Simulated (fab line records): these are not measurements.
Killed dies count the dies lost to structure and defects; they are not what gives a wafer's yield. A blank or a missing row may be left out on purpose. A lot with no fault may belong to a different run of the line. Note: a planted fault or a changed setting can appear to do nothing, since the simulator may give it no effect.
fab line records + flow sky130
record
- lots=6
- wafers=18
- last_day=50
route steps=708 shown LDD_LDN@295 SPACER@304 POLY_CUT@307 PAD_OPEN@708
lots with no fault: from the same line, run without faults
start_h: hours from the record's first day to the start of the lot's first wafer shown + wait_h: time in hours since the lot's previous step + " as in the row above + L1.1+2: one row covering several wafers at once + - no value present, or no start provided + * or withheld: withheld + < > ~ a bound
route shown NAME@n: NAME is a module with steps in the file, n the number in the route of the first one + usual: average and standard deviation across the fault-free wafers + same: alike in all rows + chamber/n: place in a boat + sites: each site's reading + _std_site: standard deviation of those values + _edge_site: inner sites' mean taken away from outer sites' mean + radius_mm: how far each site lies from the wafer's centre + mask NAME#n: copy n + behind: the last tool/chamber to shape the wafer + hold: cause of the lot's hold/its duration in hours/its outcome + device: the n, p or np transistor that did not switch + end of line: tests run on the same wafers once the route is complete + a step without rows: its recipe alone + killed: dies that structure and defects cost at the first sort, which is not the same as the wafer's yield + map: shows each die of a wafer: x if killed, . if not, _ if none is there
set.NAME: the setting that was run; set.NAME@STEP: the one run at that earlier step + model.NAME: the simulator's own value behind a step, which no gauge read
lots at selected steps of the route; one table per step, one row per wafer
services: from which hour (start_h, from the record's first day; less than 0 if before it) a tool's chamber was out of use, for how many hours, and why
## steps
# step SKY_LDD_LDN_DEVELOP_06
# recipe
- resist=NOVOLAK
- developer=TMAH
- develop_time_s=60
- dev_temp_c=23
# step SKY_LDD_LDN_OVL_MEAS_07
# usual
- LDD_LDN_OVL=-0.1/1.4
| lot.wafer | tool       | chamber | start_h | wait_h | LDD_LDN_OVL[nm] |
|-----------|------------|---------|---------|--------|-----------------|
| L505.2    | overlay-01 | -       | 588.29  | 0.1    | -1.7            |
| L505.5    | "          | -       | "       | "      | 0.0             |
| L505.6    | "          | -       | "       | "      | -0.9            |
| L506.1    | overlay-02 | -       | 599.38  | 0.1    | 0.7             |
| L506.2    | "          | -       | "       | "      | -0.4            |
| L506.4    | "          | -       | "       | "      | -2.1            |
| L508.1    | overlay-01 | -       | 621.63  | 0.1    | -0.8            |
| L508.3    | "          | -       | "       | "      | 0.0             |
| L508.6    | "          | -       | "       | "      | 0.4             |
| L512.1    | overlay-01 | -       | 648.81  | 0.1    | -2.6            |
| L512.2    | "          | -       | "       | "      | -1.2            |
| L512.6    | "          | -       | "       | "      | -0.8            |
| L515.2    | overlay-02 | -       | 672.74  | 0.1    | 1.0             |
| L515.3    | "          | -       | "       | "      | 1.1             |
| L515.6    | "          | -       | "       | "      | 1.3             |
| L520.3    | overlay-02 | -       | 706.72  | 0.1    | 1.5             |
| L520.4    | "          | -       | "       | "      | 1.1             |
| L520.6    | "          | -       | "       | "      | -1.8            |
# step SKY_LDD_LDN_IMPLANT_08
# recipe
- species=As
- energy_kev=15
- dose_cm2=1.25e+13
- tilt_deg=withheld
- rotation_deg=23
# step SKY_LDD_LDN_IMPLANT_09
# recipe
- species=As
- energy_kev=15
- dose_cm2=1.25e+13
- tilt_deg=withheld
- rotation_deg=113
# step SKY_LDD_LDN_IMPLANT_10
# recipe
- species=As
- energy_kev=15
- dose_cm2=1.266e+13
- tilt_deg=withheld
- rotation_deg=203
# step SKY_LDD_LDN_IMPLANT_11
# recipe
- species=As
- energy_kev=15
- dose_cm2=1.25e+13
- tilt_deg=withheld
- rotation_deg=293
# step SKY_LDD_LDN_STRIP_12
# recipe
- chemistry=O2/N2
- power_w=1400
- pressure_mtorr=1500
- platen_temp_c=withheld
- o2_flow_sccm=3000
- n2_flow_sccm=300
- overash_fraction=0.5
# usual
- drypump_motor_current_A=5.9/0.35
- o2_flow_sccm=3001/8.8
- oes_product_au=0.716/0.0045
- strip_time_to_endpoint_s=14.20/0.035
# same
- overash_fraction=0.5
| lot.wafer | tool            | chamber | start_h | wait_h | drypump_motor_current_A | o2_flow_sccm | oes_product_au | rf_hours_counter_h | strip_time_to_endpoint_s |
|-----------|-----------------|---------|---------|--------|-------------------------|--------------|----------------|--------------------|--------------------------|
| L505.2    | plasma_asher-03 | 0       | 588.92  | 0.1    | 5.7                     | 2993         | 0.725          | 49                 | 14.24                    |
| L505.5    | "               | 1       | "       | "      | 5.4                     | 2999         | 0.711          | -                  | 14.17                    |
| L505.6    | "               | 0       | "       | "      | 5.7                     | 2993         | 0.719          | -                  | 14.17                    |
| L506.1    | plasma_asher-04 | 1       | 600.02  | 0.1    | 6.2                     | 3022         | 0.714          | 18                 | 14.21                    |
| L506.2    | "               | 0       | "       | "      | 6.4                     | 3009         | 0.721          | 18                 | 14.18                    |
| L506.4    | "               | 0       | "       | "      | 6.5                     | 2997         | 0.713          | -                  | 14.21                    |
| L508.1    | plasma_asher-02 | 1       | 622.27  | 0.1    | 5.8                     | 2997         | 0.716          | 76                 | 14.17                    |
| L508.3    | "               | 0       | "       | "      | 5.7                     | 2989         | 0.716          | -                  | 14.24                    |
| L508.6    | "               | 1       | "       | "      | 5.8                     | 3001         | 0.714          | -                  | 14.17                    |
| L512.1    | plasma_asher-04 | 1       | 649.45  | 0.1    | 6.2                     | 3006         | 0.719          | 22                 | 14.24                    |
| L512.2    | "               | 0       | "       | "      | 6.4                     | 3002         | 0.718          | 22                 | 14.21                    |
| L512.6    | "               | 0       | "       | "      | 6.4                     | 3004         | 0.718          | -                  | 14.22                    |
| L515.2    | plasma_asher-04 | 0       | 673.37  | 0.1    | 6.5                     | 2995         | 0.713          | 25                 | 14.19                    |
| L515.3    | "               | 1       | "       | "      | 6.2                     | 2989         | 0.720          | -                  | 14.21                    |
| L515.6    | "               | 1       | "       | "      | 6.2                     | 2995         | 0.720          | -                  | 14.16                    |
| L520.3    | plasma_asher-02 | 0       | 707.38  | 0.1    | 5.6                     | 2998         | 0.720          | -                  | 14.23                    |
| L520.4    | "               | 1       | "       | "      | 5.7                     | 3003         | 0.723          | -                  | 14.21                    |
| L520.6    | "               | 0       | "       | "      | 5.6                     | 3004         | 0.718          | -                  | 14.22                    |
# step SKY_LDD_LDN_TW_MEAS_13
# usual
- LDD_LDN_TW=1479/11
| lot.wafer | tool          | chamber | start_h | wait_h | LDD_LDN_TW |
|-----------|---------------|---------|---------|--------|------------|
| L505.2    | film_metro-02 | -       | 589.03  | 0.1    | 1466       |
| L505.5    | "             | -       | "       | "      | 1461       |
| L505.6    | "             | -       | "       | "      | 1465       |
| L506.1    | film_metro-02 | -       | 600.12  | 0.1    | 1473       |
| L506.2    | "             | -       | "       | "      | 1467       |
| L506.4    | "             | -       | "       | "      | 1472       |
| L508.1    | film_metro-04 | -       | 622.37  | 0.1    | 1485       |
| L508.3    | "             | -       | "       | "      | 1482       |
| L508.6    | "             | -       | "       | "      | 1473       |
| L512.1    | film_metro-04 | -       | 649.55  | 0.1    | 1480       |
| L512.2    | "             | -       | "       | "      | 1477       |
| L512.6    | "             | -       | "       | "      | 1475       |
| L515.2    | film_metro-02 | -       | 673.48  | 0.1    | 1472       |
| L515.3    | "             | -       | "       | "      | 1466       |
| L515.6    | "             | -       | "       | "      | 1467       |
| L520.3    | film_metro-02 | -       | 707.47  | 0.1    | 1466       |
| L520.4    | "             | -       | "       | "      | 1467       |
| L520.6    | "             | -       | "       | "      | 1456       |
# step SKY_LDD_LDN_CLEAN_14
# recipe
- chemistry=SC1/SC2
- mix=1:4:20
- temp_c=70
- time_s=150
- dry=n2_spin
# step SKY_SPACER_CVD_00
# recipe
- material=Si3N4
- precursor=DCS/NH3
- target_thk_nm=43.1
- temp_c=770
- time_s=740
- pressure_mtorr=250
# step SKY_SPACER_THK_MEAS_01
# recipe
- reads=Si3N4_of_SPACER_CVD_00
# usual
- SPACER_CVD_00_THK=42.9/0.42
| lot.wafer | tool          | chamber | start_h | wait_h | SPACER_CVD_00_THK[nm] |
|-----------|---------------|---------|---------|--------|-----------------------|
| L505.2    | film_metro-02 | -       | 590.35  | 0.0    | 43.2                  |
| L505.5    | "             | -       | "       | "      | 42.5                  |
| L505.6    | "             | -       | "       | "      | 43.3                  |
| L506.1    | film_metro-02 | -       | 604.38  | 0.0    | 43.5                  |
| L506.2    | "             | -       | "       | "      | 43.3                  |
| L506.4    | "             | -       | "       | "      | 43.4                  |
| L508.1    | film_metro-02 | -       | 625.71  | 0.0    | 43.0                  |
| L508.3    | "             | -       | "       | "      | 42.7                  |
| L508.6    | "             | -       | "       | "      | 43.2                  |
| L512.1    | film_metro-03 | -       | 652.21  | 0.0    | 43.6                  |
| L512.2    | "             | -       | "       | "      | 43.3                  |
| L512.6    | "             | -       | "       | "      | 43.3                  |
| L515.2    | film_metro-03 | -       | 676.03  | 0.0    | 42.9                  |
| L515.3    | "             | -       | "       | "      | 42.9                  |
| L515.6    | "             | -       | "       | "      | 42.6                  |
| L520.3    | film_metro-02 | -       | 709.36  | 0.0    | 42.4                  |
| L520.4    | "             | -       | "       | "      | 42.5                  |
| L520.6    | "             | -       | "       | "      | 42.7                  |
# step SKY_SPACER_ETCHBACK_02
# recipe
- chemistry=CH3F/O2
- target=Si3N4
- stop_on=SiO2
- source_w=400
- bias_w=80
- pressure_mtorr=25
- ch3f_flow_sccm=40
- O2_flow_sccm=30
- time_s=46.7
- target_depth_a=450
# usual
- bias_w=79.98/0.25
- drypump_motor_current_A=5.6/0.5
- oes_product_au=0.853/0.0065
- throttle_valve_pct=10.562/0.009
# same
- time_s=46.7
| lot.wafer | tool        | chamber | start_h | wait_h | bias_w | drypump_motor_current_A | oes_product_au | rf_hours_counter_h | throttle_valve_pct |
|-----------|-------------|---------|---------|--------|--------|-------------------------|----------------|--------------------|--------------------|
| L505.2    | rie_diel-03 | 1       | 590.40  | 0.0    | 79.95  | 6.5                     | 0.848          | 0                  | 10.545             |
| L505.5    | "           | 2       | "       | "      | 80.39  | 6.2                     | 0.845          | -                  | 10.544             |
| L505.6    | "           | 3       | "       | "      | 80.36  | 5.8                     | 0.855          | -                  | 10.551             |
| L506.1    | rie_diel-02 | 1       | 604.44  | 0.1    | 79.88  | 6.2                     | 0.864          | 12                 | 10.553             |
| L506.2    | "           | 2       | "       | "      | 80.42  | 5.8                     | 0.860          | 6                  | 10.557             |
| L506.4    | "           | 3       | "       | "      | 80.16  | 5.8                     | 0.859          | 13                 | 10.567             |
| L508.1    | rie_diel-02 | 1       | 625.77  | 0.1    | 79.88  | 6.2                     | 0.843          | 12                 | 10.564             |
| L508.3    | "           | 0       | "       | "      | 79.80  | 5.3                     | 0.852          | 59                 | 10.568             |
| L508.6    | "           | 2       | "       | "      | 79.75  | 5.8                     | 0.858          | -                  | 10.564             |
| L512.1    | rie_diel-02 | 2       | 652.27  | 0.1    | 80.28  | 5.8                     | 0.864          | 7                  | 10.539             |
| L512.2    | "           | 0       | "       | "      | 80.05  | 5.3                     | 0.858          | 60                 | 10.558             |
| L512.6    | "           | 1       | "       | "      | 80.28  | 6.2                     | 0.856          | -                  | 10.559             |
| L515.2    | rie_diel-01 | 2       | 676.08  | 0.0    | 80.00  | 4.9                     | 0.847          | 5                  | 10.572             |
| L515.3    | "           | 0       | "       | "      | 79.64  | 5.7                     | 0.855          | 28                 | 10.581             |
| L515.6    | "           | 2       | "       | "      | 79.98  | 4.8                     | 0.858          | -                  | 10.567             |
| L520.3    | rie_diel-02 | 0       | 709.40  | 0.0    | 80.17  | 5.3                     | 0.848          | 0                  | 10.547             |
| L520.4    | "           | 1       | "       | "      | 80.08  | 6.2                     | 0.844          | 14                 | 10.561             |
| L520.6    | "           | 1       | "       | "      | 80.32  | 6.2                     | 0.851          | -                  | 10.553             |
# step SKY_POLY_CUT_DEHYDRATE_00
# recipe
- temp_c=200
- time_s=60
# usual
- heater_power_total_W=160.35/0.13
- plate_temp_C=199.97/0.16
# same
- time_s=60
| lot.wafer | tool           | chamber | start_h | wait_h | heater_power_total_W | plate_temp_C |
|-----------|----------------|---------|---------|--------|----------------------|--------------|
| L505.2    | litho_track-04 | 0       | 604.32  | 13.9   | 160.63               | 200.00       |
| L505.5    | "              | 0       | "       | "      | 160.25               | 199.87       |
| L505.6    | "              | 0       | "       | "      | 160.39               | 200.08       |
| L506.1    | litho_track-02 | 0       | 617.68  | 13.2   | 160.39               | 199.99       |
| L506.2    | "              | 0       | "       | "      | 160.29               | 200.30       |
| L506.4    | "              | 0       | "       | "      | 160.24               | 199.84       |
| L508.1    | litho_track-04 | 0       | 638.70  | 12.9   | 163.01               | 202.33       |
| L508.3    | "              | 0       | "       | "      | 162.94               | 202.43       |
| L508.6    | "              | 0       | "       | "      | 162.88               | 202.36       |
| L512.1    | litho_track-04 | 0       | 666.10  | 13.8   | 162.86               | 202.78       |
| L512.2    | "              | 0       | "       | "      | 163.12               | 202.41       |
| L512.6    | "              | 0       | "       | "      | 162.82               | 202.52       |
| L515.2    | litho_track-01 | 0       | 689.44  | 13.3   | 160.53               | 200.01       |
| L515.3    | "              | 0       | "       | "      | 160.30               | 200.16       |
| L515.6    | "              | 0       | "       | "      | 160.12               | 200.01       |
| L520.3    | litho_track-04 | 0       | 722.25  | 12.8   | 160.23               | 200.01       |
| L520.4    | "              | 0       | "       | "      | 160.25               | 200.02       |
| L520.6    | "              | 0       | "       | "      | 160.50               | 200.06       |
# step SKY_POLY_CUT_HMDS_01
# recipe
- prime_time_s=60
- prime_temp_c=120
# step SKY_PAD_OPEN_PROBE_99
# usual
- killed_at_M0_to_M3=43/6.4
- killed_at_M4_up=3.5/1.8
- killed_at_contacts=25/5.7
- killed_at_front_end=15/3.9
- killed_at_other=0.3/0.67
- killed_dies=87/8.6
- killed_open=47/6.7
- killed_short=39/5.9
# same
- gross_dies=492
- killed_at_back_side=0
| lot.wafer | tool      | chamber | start_h | wait_h | killed_at_M0_to_M3 | killed_at_M4_up | killed_at_contacts | killed_at_front_end | killed_at_other | killed_dies | killed_open | killed_short |
|-----------|-----------|---------|---------|--------|--------------------|-----------------|--------------------|---------------------|-----------------|-------------|-------------|--------------|
| L505.2    | prober-01 | -       | 1116.76 | 0.1    | 50                 | 5               | 22                 | 20                  | 0               | 97          | 55          | 42           |
| L505.5    | prober-01 | -       | 1116.91 | 0.2    | 33                 | 5               | 15                 | 18                  | 0               | 71          | 43          | 28           |
| L505.6    | prober-01 | -       | 1116.96 | 0.2    | 47                 | 4               | 26                 | 14                  | 0               | 91          | 53          | 38           |
| L506.1    | prober-02 | -       | 1125.42 | 0.1    | 41                 | 2               | 22                 | 13                  | 2               | 80          | 45          | 35           |
| L506.2    | prober-02 | -       | 1125.47 | 0.1    | 42                 | 2               | 29                 | 21                  | 0               | 94          | 61          | 32           |
| L506.4    | prober-02 | -       | 1125.57 | 0.2    | 46                 | 6               | 22                 | 21                  | 0               | 95          | 46          | 49           |
| L508.1    | prober-01 | -       | 1143.98 | 0.1    | 48                 | 1               | 23                 | 17                  | 2               | 91          | 42          | 49           |
| L508.3    | prober-01 | -       | 1144.08 | 0.2    | 40                 | 3               | 25                 | 15                  | 0               | 83          | 46          | 37           |
| L508.6    | prober-01 | -       | 1144.23 | 0.2    | 45                 | 6               | 19                 | 15                  | 0               | 85          | 49          | 36           |
| L512.1    | prober-02 | -       | 1159.86 | 0.1    | 38                 | 2               | 26                 | 11                  | 1               | 78          | 37          | 41           |
| L512.2    | prober-02 | -       | 1159.91 | 0.1    | 46                 | 2               | 16                 | 16                  | 0               | 80          | 44          | 36           |
| L512.6    | prober-02 | -       | 1160.11 | 0.2    | 49                 | 2               | 16                 | 16                  | 2               | 85          | 44          | 40           |
| L515.2    | prober-01 | -       | 1173.31 | 0.1    | 37                 | 4               | 17                 | 15                  | 0               | 73          | 37          | 36           |
| L515.3    | prober-01 | -       | 1173.36 | 0.2    | 34                 | 3               | 31                 | 12                  | 4               | 84          | 51          | 31           |
| L515.6    | prober-01 | -       | 1173.51 | 0.2    | 41                 | 4               | 25                 | 14                  | 0               | 84          | 45          | 39           |
| L520.3    | prober-02 | -       | 1192.59 | 0.2    | 39                 | 1               | 23                 | 14                  | 2               | 79          | 42          | 36           |
| L520.4    | prober-02 | -       | 1192.64 | 0.2    | 53                 | 2               | 26                 | 11                  | 2               | 94          | 49          | 43           |
| L520.6    | prober-02 | -       | 1192.74 | 0.2    | 50                 | 3               | 23                 | 16                  | 0               | 92          | 51          | 41           |
# killed by level:class
L505.2 VIA1:geometric_particle:open=12 CONTACT:geometric_particle:open=10 METAL2:geometric_particle:short=7 VIA2:geometric_particle:open=7 VIA1:geometric_particle:short=6 FIELD_ISO:geometric_particle:open=5 LI_CONTACT:geometric_particle:open=5 VIA3:geometric_particle:open=5
L505.5 VIA1:geometric_particle:open=10 POLY_GATE:geometric_particle:open=9 LI_CONTACT:geometric_particle:open=6 POLY_GATE:geometric_particle:short=5 VIA1:geometric_particle:short=5 METAL2:geometric_particle:short=5 CONTACT:geometric_particle:open=4 LOCAL_INTERCONNECT:geometric_particle:short=3
L505.6 VIA1:geometric_particle:open=12 CONTACT:geometric_particle:open=10 LI_CONTACT:geometric_particle:open=8 FIELD_ISO:geometric_particle:open=5 METAL1:geometric_particle:short=5 VIA1:geometric_particle:short=5 VIA2:geometric_particle:open=5 FIELD_ISO:geometric_particle:short=4
L506.1 CONTACT:geometric_particle:open=11 METAL1:geometric_particle:short=9 VIA1:geometric_particle:open=9 LI_CONTACT:geometric_particle:open=6 FIELD_ISO:geometric_particle:open=4 METAL2:geometric_particle:short=4 VIA2:geometric_particle:open=4 VIA2:geometric_particle:short=4
L506.2 VIA3:geometric_particle:open=11 CONTACT:geometric_particle:open=11 VIA1:geometric_particle:open=11 FIELD_ISO:geometric_particle:open=6 LI_CONTACT:geometric_particle:open=6 LI_CONTACT:geometric_particle:short=5 FIELD_ISO:geometric_particle:short=4 POLY_GATE:geometric_particle:open=4
L506.4 CONTACT:geometric_particle:open=8 VIA1:geometric_particle:open=8 VIA3:geometric_particle:open=7 FIELD_ISO:geometric_particle:short=6 CONTACT:geometric_particle:short=6 METAL4:geometric_particle:short=5 LOCAL_INTERCONNECT:geometric_particle:short=5 METAL2:geometric_particle:short=5
L508.1 VIA1:geometric_particle:open=10 LI_CONTACT:geometric_particle:open=9 METAL2:geometric_particle:short=8 FIELD_ISO:geometric_particle:short=6 VIA1:geometric_particle:short=6 CONTACT:geometric_particle:open=6 METAL1:geometric_particle:short=6 VIA3:geometric_particle:open=5
L508.3 VIA1:geometric_particle:open=10 CONTACT:geometric_particle:open=8 LI_CONTACT:geometric_particle:open=7 VIA2:geometric_particle:open=7 METAL2:geometric_particle:short=5 LOCAL_INTERCONNECT:geometric_particle:short=5 METAL1:geometric_particle:short=5 FIELD_ISO:geometric_particle:open=4
L508.6 VIA1:geometric_particle:open=12 VIA3:geometric_particle:open=9 METAL1:geometric_particle:short=7 CONTACT:geometric_particle:open=6 METAL2:geometric_particle:short=6 FIELD_ISO:geometric_particle:short=4 LI_CONTACT:geometric_particle:open=4 FIELD_ISO:geometric_particle:open=4
L512.1 LOCAL_INTERCONNECT:geometric_particle:short=8 VIA3:geometric_particle:open=8 LI_CONTACT:geometric_particle:open=6 VIA1:geometric_particle:open=6 POLY_GATE:geometric_particle:short=5 CONTACT:geometric_particle:open=5 METAL1:geometric_particle:short=5 METAL2:geometric_particle:short=5
L512.2 VIA1:geometric_particle:open=9 VIA3:geometric_particle:open=8 VIA2:geometric_particle:open=8 FIELD_ISO:geometric_particle:short=7 CONTACT:geometric_particle:open=5 LOCAL_INTERCONNECT:geometric_particle:open=4 METAL1:geometric_particle:short=4 METAL2:geometric_particle:short=4
L512.6 VIA1:geometric_particle:open=12 METAL2:geometric_particle:short=11 VIA3:geometric_particle:open=7 CONTACT:geometric_particle:open=6 POLY_GATE:geometric_particle:open=5 LOCAL_INTERCONNECT:geometric_particle:short=4 VIA1:geometric_particle:short=4 VIA2:geometric_particle:open=4
L515.2 VIA1:geometric_particle:open=7 VIA2:geometric_particle:open=6 VIA3:geometric_particle:open=6 METAL1:geometric_particle:short=5 FIELD_ISO:geometric_particle:open=4 LI_CONTACT:geometric_particle:short=4 LOCAL_INTERCONNECT:geometric_particle:short=4 METAL2:geometric_particle:short=4
L515.3 CONTACT:geometric_particle:open=15 METAL2:geometric_particle:short=9 LI_CONTACT:geometric_particle:open=8 VIA3:geometric_particle:open=6 FIELD_ISO:geometric_particle:open=5 VIA1:geometric_particle:open=5 VIA2:geometric_particle:open=5 FIELD_ISO:geometric_particle:short=4
L515.6 CONTACT:geometric_particle:open=10 VIA2:geometric_particle:open=7 CONTACT:geometric_particle:short=7 VIA1:geometric_particle:open=7 METAL2:geometric_particle:short=6 POLY_GATE:geometric_particle:open=5 METAL1:geometric_particle:short=4 VIA3:geometric_particle:open=4
L520.3 VIA1:geometric_particle:open=11 CONTACT:geometric_particle:open=9 FIELD_ISO:geometric_particle:open=6 FIELD_ISO:geometric_particle:short=6 LI_CONTACT:geometric_particle:open=5 VIA3:geometric_particle:open=5 LOCAL_INTERCONNECT:geometric_particle:short=4 METAL1:geometric_particle:short=4
L520.4 VIA1:geometric_particle:open=14 LI_CONTACT:geometric_particle:open=7 CONTACT:geometric_particle:open=7 VIA2:geometric_particle:open=7 VIA3:geometric_particle:open=7 CONTACT:geometric_particle:short=6 METAL1:geometric_particle:short=6 VIA3:geometric_particle:short=5
L520.6 VIA1:geometric_particle:open=17 CONTACT:geometric_particle:open=8 VIA3:geometric_particle:open=6 METAL3:geometric_particle:short=5 POLY_GATE:geometric_particle:short=4 LI_CONTACT:geometric_particle:short=4 CONTACT:geometric_particle:short=4 VIA2:geometric_particle:short=4
## services
| tool        | chamber | start_h | hours | kind           |
|-------------|---------|---------|-------|----------------|
| rie_diel-03 | 1       | 567.41  | -     | clean          |
| rie_diel-03 | 1       | 567.41  | 15.9  | scheduled_down |
| rie_diel-03 | 1       | 567.41  | 15.9  | vent_cycle     |
| rie_diel-02 | 3       | 582.02  | 4.6   | repair         |
| rie_diel-01 | 1       | 584.90  | 7.7   | repair         |
| rie_diel-02 | 0       | 619.15  | 3.8   | repair         |
| rie_diel-01 | 2       | 626.75  | 2.4   | repair         |
| rie_diel-01 | 2       | 641.39  | 2.8   | repair         |
| rie_diel-02 | 3       | 649.46  | 9.8   | repair         |
| rie_diel-02 | 0       | 680.01  | -     | clean          |
| rie_diel-02 | 0       | 680.01  | 24.6  | scheduled_down |
| rie_diel-02 | 0       | 680.01  | 24.6  | vent_cycle     |
| rie_diel-02 | 0       | 712.09  | 8.6   | repair         |
| rie_diel-03 | -       | 714.21  | 1.3   | repair         |
## key
first_sign
- step=SKY_POLY_CUT_DEHYDRATE_00
- reading=heater_power_total_W
- direction=up
- sigmas=20
- usual=*
- struck=*
effect
- step=SKY_POLY_CUT_DEHYDRATE_00
- reading=plate_temp_C
- direction=up
- sigmas=15
- usual=*
- struck=*
met_at SKY_POLY_CUT_DEHYDRATE_00
struck_wafers L508.1,L508.3,L508.6,L512.1,L512.2,L512.6
tester_left_out L508,L512
onset_between 604.32 638.70
fault
- kind=process_parameter_drift
- tool=litho_track-04
- chamber=-
- onset_h=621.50
- steps=SKY_POLY_CUT_DEHYDRATE_00
- channel=temp_c
- offset=*
- shape=step
- end_h=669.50
- acts_in=*
- stated=*
# tester_left_out: of these lots the tester's yield and bins aren't shown, on N5 and GAA mostly nor the transistor test; their killed dies are dies lost to structure and defects alone, not to doping, threshold or leakage, so they don't give the yield
